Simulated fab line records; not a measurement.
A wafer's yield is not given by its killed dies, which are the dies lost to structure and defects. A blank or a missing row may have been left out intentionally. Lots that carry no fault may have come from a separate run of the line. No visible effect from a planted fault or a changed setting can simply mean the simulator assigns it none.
Problem report, 8D (eight disciplines) form, completed by code || flow gf180mcu || the parts of the form that need people (team, actions taken, sign-off) are left out

1. WHAT WENT WRONG
MVPSD_TW at GF_MVPSD_TW_MEAS_11 reads a mean of 583 on 6 wafers of 2 lots; wafers without a fault read 551 with a standard deviation of 5.2. Measured from the usual mean, that is +6.2 standard deviations.
First observed at day 6 17:24: wafer L130.1, on filmMetro-03. Wafers with a number at this step in the record: 36, from 12 lots. Rule for "out" (also "out of limits"): further than 4 standard deviations from the usual mean. All remaining wafers that have a number are taken as sound.

2. WHAT THIS IS AND IS NOT
{"question": "which readings at this step", "is": "MVPSD_TW", "is not": "-"}
{"question": "which lots", "is": "L130, L131", "is not": "L123, L124, L125, L135, L136, L138, L140, L141, L142, L146"}
{"question": "which wafers of those lots", "is": "all that have a number", "is not": "-"}
{"question": "read on which gauges", "is": "filmMetro-03", "is not": "filmMetro-01, filmMetro-02"}
{"question": "when", "is": "from day 6 17:24", "is not": "up to then (9 sound wafers); but 21 sound wafers of L135, L136, L138, L140, L141, L142, L146 came after"}

3. SUSPECTS, AND WHAT RULES EACH OUT
Counting: a tool stays on the suspect list if, at a process step up to the reading, it processed all lots that are out and no sound lot following the first of them.
- ruled out: the gauge at GF_MVPSD_TW_MEAS_11. All the wafers that are out were read on filmMetro-03, but those of them that GF_MVPSD_IMPLANT_08 has rows for are out there too, on other tools.
- implanter-01 at GF_MVPSD_IMPLANT_08: ruled out as a lasting fault. The sound lots L140 went through it after L130, its earliest lot that is out (day 6 17:00).
- plasmaAsher-01 at GF_MVPSD_STRIP_10 (strips in O2/N2): ruled out as a lasting fault. The sound lots L140, L146 went through it after L130, its earliest lot that is out (day 6 17:18).
Left after counting: nothing in the record.

4. THE CAUSE (what the simulator had put in)
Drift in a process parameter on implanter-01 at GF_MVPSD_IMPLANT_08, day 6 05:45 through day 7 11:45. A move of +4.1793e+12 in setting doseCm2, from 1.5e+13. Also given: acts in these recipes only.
Counting ruled it out, wrongly: the rule takes a fault to strike every lot that its tool runs from its start on, and this one did not.

5. SEQUENCE OF EFFECTS, ordered by route
Each row: a reading whose mean over the struck wafers that have a number lies more than 3 standard deviations from the usual. Only readings whose record carries a usual standard deviation are examined. hours: median over the lots of the time between each lot's start at the first step of this table that gives one and its start at this step. sigmas: the change, counted in usual standard deviations.
{"hours": 0, "step": "GF_MVPSD_IMPLANT_08", "reading": "doseIonsCm2", "usual": 1.5001e+13, "on struck wafers": 1.9178e+13, "change": "+4.1772e+12", "sigmas": "+99 or more"}
{"hours": 0, "step": "GF_MVPSD_IMPLANT_08", "reading": "faradayCurrentUA", "usual": 84.5, "on struck wafers": 108.7, "change": "+24.2", "sigmas": "+15"}
{"hours": 0, "step": "GF_MVPSD_TW_MEAS_11", "reading": "MVPSD_TW", "usual": 551, "on struck wafers": 583, "change": "+32", "sigmas": "+6.2"}
{"hours": 66, "step": "GF_VT_IMPLANT_RS_MEAS_49", "reading": "MVPSD_RS", "usual": "1168.7 ohm/sq", "on struck wafers": 1033.9, "change": -134.8, "sigmas": -46}
Here are the process steps it includes:
- GF_MVPSD_IMPLANT_08
Later steps that measure or inspect, where all struck wafers having a row at the step show a number for every such reading and not one has moved that far: GF_VT_IMPLANT_OVL_MEAS_18.

6. WHAT WOULD HAVE CAUGHT IT SOONER
The first out-of-limits reading at a measuring or inspecting step in this record came at day 6 17:24, 12 hours after the fault's start at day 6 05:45.
Tool's own readings at GF_MVPSD_IMPLANT_08, doseIonsCm2, faradayCurrentUA: out on all struck wafers the step has rows for; an alarm limit on them would have tripped on the first.
